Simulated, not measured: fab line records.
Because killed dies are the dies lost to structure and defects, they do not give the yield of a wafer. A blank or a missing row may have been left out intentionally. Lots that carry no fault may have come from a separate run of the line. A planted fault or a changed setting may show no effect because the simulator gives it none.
Which tool is to blame? | flow gf180mcu | 39 wafers from 13 lots sampled at 4 of the route's 602 steps

## WHAT EACH GAUGE READ, for each wafer
GF_TOP_METAL_OVL_MEAS_15.
lot  | measured     | on         | TOP_METAL_OVL (nm)
L102 | day 27 22:55 | overlay-01 | -4.2 -1.6 -0.3
L103 | day 28 11:03 | overlay-01 | 2.6 -2.3 1.2
L105 | day 29 03:31 | overlay-02 | -0.3 -0.1 1.8
L106 | day 29 12:41 | overlay-01 | 1.7 0.7 1.9
L107 | day 29 14:05 | overlay-02 | 1.3 -0.1 0.7
L108 | day 30 07:32 | overlay-02 | -0.5 -1.6 1.5
L111 | day 30 22:46 | overlay-01 | -2.1 -1.1 -0.3
L115 | day 31 21:11 | overlay-01 | -0.1 -0.6 -0.3
L116 | day 32 05:59 | overlay-01 | -1.0 1.9 1.8
L117 | day 32 14:39 | overlay-02 | 0.0 -0.6 -2.0
L119 | day 33 01:35 | overlay-02 | 0.6 -0.3 -1.4
L123 | day 33 21:11 | overlay-01 | -0.5 -2.1 -2.6
L125 | day 34 07:50 | overlay-01 | 2.5 1.3 1.0

GF_PASSIVATION_THK_MEAS_01.
lot  | measured     | on            | PASSIVATION_CVD_00_THK (nm)
L102 | day 27 23:49 | film_metro-02 | 1013 1029 1020
L103 | day 28 11:58 | film_metro-02 | 1001 1002 1008
L105 | day 29 04:20 | film_metro-01 | 989 1014 994
L106 | day 29 13:31 | film_metro-02 | 989 1004 1008
L107 | day 29 14:56 | film_metro-02 | 992 984 993
L108 | day 30 08:23 | film_metro-04 | 1003 1025 1006
L111 | day 30 23:46 | film_metro-02 | 971 968 982
L115 | day 31 22:06 | film_metro-02 | 989 978 1011
L116 | day 32 06:52 | film_metro-01 | 1001 997 1020
L117 | day 32 15:34 | film_metro-01 | 1038 1025 1047
L119 | day 33 02:26 | film_metro-04 | 1032 1012 1061
L123 | day 33 22:01 | film_metro-02 | 990 961 981
L125 | day 34 08:44 | film_metro-01 | 992 1019 993

## WHAT TOOL EACH LOT RAN ON (gives the tool, then ch and the chambers of the sampled wafers, and finally the start)
lot  | GF_V5_SPUTTER_21             | GF_PASSIVATION_CVD_00
L102 | pvd_sputter-03, day 27 01:28 | pecvd-03 ch 0,2, day 27 23:41
L103 | pvd_sputter-04, day 27 14:41 | pecvd-02 ch 0,2, day 28 11:52
L105 | pvd_sputter-03, day 28 07:29 | pecvd-01 ch 0,2, day 29 04:16
L106 | pvd_sputter-04, day 28 17:21 | pecvd-03 ch 0,2, day 29 13:26
L107 | pvd_sputter-02, day 28 18:14 | pecvd-03 ch 0,1,2, day 29 14:52
L108 | pvd_sputter-02, day 29 12:08 | pecvd-01 ch 0,1,2, day 30 08:17
L111 | pvd_sputter-03, day 30 03:27 | pecvd-02 ch 1,2, day 30 23:41
L115 | pvd_sputter-03, day 31 03:04 | pecvd-02 ch 0,1,2, day 31 22:01
L116 | pvd_sputter-02, day 31 12:17 | pecvd-03 ch 0,1, day 32 06:44
L117 | pvd_sputter-04, day 31 21:10 | pecvd-01 ch 0,2, day 32 15:28
L119 | pvd_sputter-02, day 32 07:48 | pecvd-01 ch 0,1, day 33 02:22
L123 | pvd_sputter-02, day 33 04:43 | pecvd-03 ch 1,2, day 33 21:56
L125 | pvd_sputter-04, day 33 15:37 | pecvd-03 ch 0,1,2, day 34 08:39
- GF_V5_SPUTTER_21: material Ti, target thk 15 nm, time 80.02 s.
- GF_PASSIVATION_CVD_00: deposits SiO2 from TEOS, target thk 1000 nm, time 111.95 s.

## WHAT THE TOOLS THEMSELVES READ (means of the sampled wafers that have a number; where no wafer has one, the mark that the record gives instead)
GF_V5_SPUTTER_21.
lot  | tool           | throttle_valve_pct (%)
L102 | pvd_sputter-03 | 30.5
L103 | pvd_sputter-04 | 29.8
L105 | pvd_sputter-03 | 30.6
L106 | pvd_sputter-04 | 29.7
L107 | pvd_sputter-02 | 30.4
L108 | pvd_sputter-02 | 30.9
L111 | pvd_sputter-03 | 30.0
L115 | pvd_sputter-03 | 30.8
L116 | pvd_sputter-02 | 30.4
L117 | pvd_sputter-04 | 29.4
L119 | pvd_sputter-02 | 30.4
L123 | pvd_sputter-02 | 29.4
L125 | pvd_sputter-04 | 29.5

GF_PASSIVATION_CVD_00.
lot  | tool     | heater_power_outer_w (W) | heater_power_w (W) | rf_fwd_power_W (W)
L102 | pecvd-03 | 375                      | 647                | 596.6
L103 | pecvd-02 | 369                      | 703                | 596.8
L105 | pecvd-01 | 379                      | 639                | 595.6
L106 | pecvd-03 | 365                      | 628                | 597.9
L107 | pecvd-03 | 363                      | 655                | 596.8
L108 | pecvd-01 | 421                      | 720                | 594.4
L111 | pecvd-02 | 337                      | 642                | 598.1
L115 | pecvd-02 | 410                      | 735                | 596.1
L116 | pecvd-03 | 415                      | 712                | 596.7
L117 | pecvd-01 | 405                      | 676                | 595.7
L119 | pecvd-01 | 434                      | 723                | 594.2
L123 | pecvd-03 | 401                      | 714                | 597.9
L125 | pecvd-03 | 414                      | 724                | 597.8

## THE ANSWER, worked out from the rows above alone
Rule: the usual values come from the lots themselves. Put in order of their means at a reading, lots are off if they are a third of the lots or fewer, leave a main group of 4 or more, and stand apart from it by a gap of 3 or more times the standard deviation of the main group's means; of several such gaps the widest counts. A main group whose means are all the same, to the digits that the tables above print for the reading, isn't used. Also off: a lot with no number at a reading for which 4 or more lots have one. All remaining lots with rows at the step are treated as sound. After the gauges, taken in route order, come the tools' own readings; for these a lot's mean is taken, as printed above. The first step at which some lot is off is used, and at that step the reading that is off furthest; a lot without a number counts as furthest.
Nothing can be told from this: no lot is off at any reading shown.

## WHAT THE SIMULATOR HAD INSERTED
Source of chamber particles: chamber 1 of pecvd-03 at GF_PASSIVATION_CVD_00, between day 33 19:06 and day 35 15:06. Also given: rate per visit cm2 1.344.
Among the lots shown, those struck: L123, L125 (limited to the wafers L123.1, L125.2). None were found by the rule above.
